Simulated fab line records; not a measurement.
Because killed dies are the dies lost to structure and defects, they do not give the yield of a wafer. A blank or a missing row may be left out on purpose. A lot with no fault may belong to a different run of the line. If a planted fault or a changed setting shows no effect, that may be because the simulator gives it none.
Comparing a struck lot with a sound one | flow sfq_line | 15 steps out of a route of 325
Sound: wafers L559.2, L559.5, L559.6. Struck: wafer L563.4. (L563.2, L563.6 of the same lot were not struck and are left out.) The cause comes at the end.
Each step with rows lists, per side, the tool, then ch with its chambers, then its first start. Under that, the readings that differ: sound wafers | struck wafers | difference of the means | sigmas: that difference in standard deviations of wafers without a fault.
alike: words and numbers the same on both sides, and readings whose means are apart by under 2 such deviations; not compared: readings that were withheld, readings missing a value for some wafer, numbers with overlapping values and no deviation given by the record, and bounds like >300 which may hide the same value.
A row with sigmas, a row that says differs or no value, or rows on one side alone: a step with any of these is where the two part. When numbers do not overlap yet have no deviation, they are printed without sigmas and do not part them. Lack of a reading on every wafer of one side parts them only where that side has two or more wafers.

SFQ_TRILAYER_R5_DEP_SPUTTER_132: material Ti, target thk 5 nm, time 5 s.
  sound: pvd_sputter-04 at day 72 11:56; struck: pvd_sputter-06 at day 72 23:23
  alike: throttle_valve_pct
SFQ_TRILAYER_R5_DEP_SPUTTER_133: material MoNx, target thk 40 nm, time 66.7 s.
  sound: pvd_sputter-04 at day 72 11:58; struck: pvd_sputter-06 at day 72 23:25
  alike: throttle_valve_pct
SFQ_TRILAYER_R5_DEP_SPUTTER_134: material Ti, target thk 5 nm, time 5 s.
  sound: pvd_sputter-04 at day 72 12:01; struck: pvd_sputter-06 at day 72 23:28
  alike: throttle_valve_pct
SFQ_R5_RS_MEAS_933: measures by four-point-probe.
  sound: film_metro-04 at day 72 12:04; struck: film_metro-04 at day 72 23:30
  alike: R5_MONX_RS
SFQ_R5_THK_MEAS_934: measures by xrf.
  sound: film_metro-04 at day 72 12:10; struck: film_metro-04 at day 72 23:37
  alike: R5_MONX_THK
then, 6 steps without rows for these wafers: SFQ_TRILAYER_R5_LITHO_COAT_141 (resist thk 62 nm); SFQ_TRILAYER_R5_LITHO_COAT_136 (resist thk 600 nm); SFQ_TRILAYER_R5_LITHO_SOFTBAKE_140; SFQ_TRILAYER_R5_LITHO_EXPOSE_137 (exposes mask R5, target cd 500 nm); SFQ_TRILAYER_R5_LITHO_PEB_139 (peb time 60 s); SFQ_TRILAYER_R5_LITHO_DEVELOP_138 (time 60 s).
-- the record jumps here: 4 days lie between the struck wafers' starts before and after --
SFQ_R5_OVL_MEAS_935:
  sound: overlay-02 at day 76 05:38; struck: overlay-01 at day 76 20:02
  alike: R5_OVL
SFQ_TRILAYER_R5_BARC_OPEN_METAL_ETCH_177: etches BARC in O2, target depth 125 nm, time 41.7 s.
  sound on rie_metal-02 ch 0,1, day 76 05:40; struck on rie_metal-02 ch 0, day 76 20:04
  reading                                             | sound             | struck | difference | sigmas
  oes_product_au (a.u.)                               | 0.681 0.679 0.695 | 0.675  | -0.010     | -2
  model.KrF_of_TRILAYER_R5_LITHO_COAT_136.thk_nm (nm) | 521.4 520.4 521   | 536.5  | +15.6      |
  alike: drypump_motor_current_A
  not compared: rf_hours_counter_h
SFQ_TRILAYER_R5_ETCH_METAL_ETCH_139: etches the open film in Cl2, stops on SiO2, target depth 60 nm, time 40 s.
  sound on rie_metal-02 ch 0,1, day 76 05:43; struck on rie_metal-02 ch 0, day 76 20:07
  reading                                             | sound             | struck | difference | sigmas
  model.KrF_of_TRILAYER_R5_LITHO_COAT_136.thk_nm (nm) | 497.2 496.2 496.7 | 512.8  | +16.1      |
  alike: drypump_motor_current_A, oes_product_au
  not compared: rf_hours_counter_h
SFQ_TRILAYER_R5_STRIP_STRIP_140: strips in O2.
  sound on rie_metal-02 ch 0,1, day 76 05:47; struck on rie_metal-02 ch 0, day 76 20:11
  alike: drypump_motor_current_A, oes_product_au
  not compared: rf_hours_counter_h

== WHERE THEY PART ==
Only at SFQ_TRILAYER_R5_BARC_OPEN_METAL_ETCH_177, as far as this record shows. Later steps at which nothing parts them and some readings are alike: SFQ_TRILAYER_R5_ETCH_METAL_ETCH_139, SFQ_TRILAYER_R5_STRIP_STRIP_140.

WHY: the cause the simulator had injected
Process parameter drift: rie_metal-02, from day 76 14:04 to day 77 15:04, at SFQ_TRILAYER_R5_BARC_OPEN_METAL_ETCH_177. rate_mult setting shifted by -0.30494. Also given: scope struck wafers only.
